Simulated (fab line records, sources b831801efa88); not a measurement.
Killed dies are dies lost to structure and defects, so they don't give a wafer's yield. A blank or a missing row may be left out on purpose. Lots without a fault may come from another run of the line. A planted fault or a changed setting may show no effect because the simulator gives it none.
One fault seen from 2 desks | flow gf180mcu | each desk has only its own numbers; what lay behind them comes last

THE METROLOGY DESK
What the gauges read, lot by lot, whatever tool the lot ran on: means of the sampled wafers that have a number. A lot is out of limits, marked OUT, if its mean lies more than 4 standard deviations from the usual mean; the brackets give that distance.
Columns: A = cd_nm at GF_SAB_CD_MEAS_09, usual 420.0 nm; B = CONTACT_OVL at GF_CONTACT_OVL_MEAS_15, usual 1 nm
lot  | first seen here | A     | B
L317 | day 15 04:50    | 417.0 | -2
L318 | day 15 15:05    | 421.7 | -3
L319 | day 16 00:02    | 420.5 | 1
L321 | day 16 11:38    | 417.6 | 7
L322 | day 16 20:47    | 421.5 | -4
L328 | day 19 01:50    | 419.2 | 9
L331 | day 20 05:15    | 422.0 | 1
L332 | day 20 14:13    | 420.5 | 2
L334 | day 21 06:39    | 421.8 | -0
L335 | day 21 14:49    | 418.1 | -2
L336 | day 22 01:29    | 421.3 | 3
L338 | day 22 18:35    | 421.1 | -3
L340 | day 23 06:22    | 419.1 | -2
This desk's finding: nothing out of limits on any of the 13 lots.

THE TOOL OWNER'S DESK: rie_si-02
The tool's own readings at GF_POLY_GATE_ETCH_13 (etches poly-Si in HBr/Cl2, stops on SiO2, target depth 198.5 nm, time 69.6 s): means of the sampled wafers that have a number, for each lot that ran on this tool. A lot is out of limits, marked OUT, if its mean lies more than 4 standard deviations from the usual mean; the brackets give that distance.
Columns: A = drypump_motor_current_A at GF_POLY_GATE_ETCH_13, usual 5.82 A; B = mfc_cl2_sccm at GF_POLY_GATE_ETCH_13, usual 49.99 sccm; C = oes_product_au at GF_POLY_GATE_ETCH_13, usual 0.989 a.u.; D = rf_fwd_power_W at GF_POLY_GATE_ETCH_13, usual 396.8 W; E = throttle_valve_pct at GF_POLY_GATE_ETCH_13, usual 33.685 %
lot  | first seen here | A    | B     | C     | D               | E
L317 | day 9 06:51     | 5.50 | 49.99 | 0.993 | 396.9           | 33.680
L318 | day 9 12:12     | 5.84 | 50.08 | 0.980 | 397.9           | 33.688
L322 | day 10 15:51    | 5.51 | 49.91 | 0.987 | 396.7           | 33.684
L328 | day 12 11:12    | 5.45 | 49.90 | 0.987 | 461.4 (+36) OUT | 33.682
L331 | day 13 11:36    | 5.73 | 50.05 | 0.995 | 460.0 (+35) OUT | 33.680
This desk's finding: out of limits on L328, L331; first on L328, day 12 11:12 (rf_fwd_power_W at GF_POLY_GATE_ETCH_13). In limits: L317, L318, L322.

PUT TOGETHER
The tool owner's desk could have raised an alarm at day 12 11:12, on L328, L331.
The metrology desk saw nothing out of limits.
The metrology desk has L328, L331 on record, within its limits.
Of the lots named, all ran GF_POLY_GATE_ETCH_13 on rie_si-02.

WHAT THE SIMULATOR HAD PUT IN
Process parameter drift: rie_si-02, from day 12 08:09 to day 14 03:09, at GF_POLY_GATE_ETCH_13. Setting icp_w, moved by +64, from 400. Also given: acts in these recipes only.
Lots struck among those shown: L328, L331.
Hours from the fault's start to each desk's first reading out of limits: the tool owner's desk, 3.
